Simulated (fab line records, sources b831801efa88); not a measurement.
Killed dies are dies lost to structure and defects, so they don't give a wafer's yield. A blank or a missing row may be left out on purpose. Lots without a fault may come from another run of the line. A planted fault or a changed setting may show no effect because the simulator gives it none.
A struck lot beside a sound one | flow sky130 | 16 steps out of a route of 708
Sound: wafers L530.3, L530.4, L530.5. Struck: wafer L525.5. (L525.4 of the same lot was not struck and is left out.) The cause comes at the end.
At each step with rows: each side's tool, then ch and its chambers, then its first start. Under that, the readings that differ: sound wafers | struck wafers | difference of the means | sigmas: that difference in standard deviations of wafers without a fault.
alike: readings whose means differ by less than 2 such deviations, and words and numbers that are the same on both sides. not compared: withheld readings, readings that some wafer has no value for, bounds like >300 that may hide the same value, and numbers for which the record gives no deviation and whose values overlap.
The two part at a step that has a row with sigmas, a row that says differs or no value, or rows on one side only. Numbers that don't overlap but have no deviation are shown without sigmas and don't part them. A reading that every wafer of one side lacks parts them only if that side has two wafers or more.

SKY_VIA2_CMP_02: polishes SiO2.
  sound on cmp-02 ch 1,2, day 40 21:01; struck on cmp-01 ch 0, day 39 13:56
  alike: motor_current_A
SKY_VIA2_BOW_MEAS_03:
  sound on film_metro-01, day 40 21:21; struck on film_metro-04, day 39 14:14
  alike: VIA2_BOW
then, 8 steps without rows for these wafers: SKY_VIA2_DEHYDRATE_04 (time 60 s); SKY_VIA2_HMDS_05 (prime time 60 s); SKY_VIA2_COAT_06 (resist thk 60 nm); SKY_VIA2_COAT_07 (resist thk 450 nm); SKY_VIA2_SOFTBAKE_08 (time 90 s); SKY_VIA2_EXPOSE_09 (exposes mask VIM2, target cd 200 nm); SKY_VIA2_PEB_10; SKY_VIA2_DEVELOP_11 (develop time 60 s).
SKY_VIA2_CD_MEAS_12: target cd 200 nm.
  sound on cd_sem-02, day 41 20:57; struck on cd_sem-02, day 40 13:48
  reading    | sound             | struck | difference | sigmas
  cd_nm (nm) | 198.9 198.1 198.8 | 202.1  | +3.5       | +2
SKY_VIA2_OVL_MEAS_13:
  sound on overlay-02, day 41 21:03; struck on overlay-01, day 40 13:52
  alike: VIA2_OVL
SKY_VIA2_ETCH_14: etches BARC in N2/H2, stops on SiO2, time 45.9 s, target depth 60 nm.
  sound on rie_diel-04 ch 0,1,3, day 41 21:04; struck on rie_diel-01 ch 0, day 40 13:53
  reading                                     | sound                | struck | difference | sigmas
  drypump_motor_current_A (A)                 | 6.3 5.9 5.6          | 4.9    | -1.0       | -2
  oes_product_au (a.u.)                       | 0.852 0.852 0.849    | 0.990  | +0.139     | +28
  run_length_s (s)                            | 74.4 74.4 74.5       | 67.2   | -7.2       | -22
  throttle_valve_pct (%)                      | 13.221 13.207 13.227 | 13.240 | +0.022     | +3
  model.KrF-thick_of_VIA2_COAT_07.thk_nm (nm) | 391.8 392.3 392.6    | 398.5  | +6.3       |
  alike: h2_flow_sccm
  not compared: rf_hours_counter_h
SKY_VIA2_ETCH_15: etches SiO2 in C4F8/O2/Ar, stops on TiN, target depth 546 nm, time 84 s.
  sound on rie_diel-04 ch 0,1,3, day 41 21:07; struck on rie_diel-01 ch 0, day 40 13:56
  reading                                     | sound             | struck | difference | sigmas
  run_length_s (s)                            | 112.6 112.9 112.4 | 111.7  | -0.9       | -3
  model.KrF-thick_of_VIA2_COAT_07.thk_nm (nm) | 280 283.6 283.3   | 289    | +7         |
  alike: oes_product_au
  not compared: rf_hours_counter_h
SKY_VIA2_STRIP_16: strips in O2/N2.
  sound on plasma_asher-03 ch 0,1, day 41 21:13; struck on plasma_asher-03 ch 0, day 40 14:02
  reading                      | sound             | struck | difference | sigmas
  strip_time_to_endpoint_s (s) | 4.010 4.042 4.073 | 4.115  | +0.073     | +3
  alike: drypump_motor_current_A, oes_product_au
  not compared: rf_hours_counter_h
then, 1 step without rows for these wafers: SKY_VIA2_STRIP_17 (strips in post etch residue remover, time 1200 s).

WHERE THEY PART
First at SKY_VIA2_CD_MEAS_12; last, within this record, at SKY_VIA2_STRIP_16.

WHY: what the simulator had put in
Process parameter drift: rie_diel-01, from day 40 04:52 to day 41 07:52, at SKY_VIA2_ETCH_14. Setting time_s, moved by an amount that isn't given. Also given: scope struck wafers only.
